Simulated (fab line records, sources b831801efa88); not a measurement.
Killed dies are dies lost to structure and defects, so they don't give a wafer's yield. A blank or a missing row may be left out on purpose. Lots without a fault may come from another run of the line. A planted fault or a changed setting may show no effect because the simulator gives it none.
Which tool did it? | flow sky130 | 7 lots, 21 wafers sampled, at 1 step of a route of 708

WHAT THE GAUGES READ, wafer by wafer
SKY_VIA1_OVL_MEAS_13.
lot  | measured     | on         | VIA1_OVL (nm)
L902 | day 34 10:40 | overlay-01 | -7 -2 1
L906 | day 35 21:44 | overlay-01 | -2 0 0
L908 | day 36 18:32 | overlay-02 | -6 -2 -13
L910 | day 37 08:58 | overlay-01 | -9 -11 -4
L912 | day 37 21:17 | overlay-02 | -5 0 -6
L914 | day 38 14:56 | overlay-01 | -16 -12 -11
L923 | day 40 22:29 | overlay-01 | -2 1 -7

WHICH TOOL RAN EACH LOT (tool, then ch and the chambers of the sampled wafers, then the start)
The record holds no process step before these readings.

THE ANSWER, worked out from the rows above alone
Rule: what is usual is taken from the lots themselves. Put in order of their means at a reading, lots are off if they are a third of the lots or fewer, leave a main group of 4 or more, and stand apart from it by a gap of 3 or more times the standard deviation of the main group's means; of several such gaps the widest counts. A main group whose means are all the same, to the digits that the tables above print for the reading, isn't used. A lot without any number at a reading at which 4 lots or more have one is off too. The other lots that the step has rows for count as sound.
No lot is off at any reading shown: from this, nothing can be told.

WHAT THE SIMULATOR HAD PUT IN
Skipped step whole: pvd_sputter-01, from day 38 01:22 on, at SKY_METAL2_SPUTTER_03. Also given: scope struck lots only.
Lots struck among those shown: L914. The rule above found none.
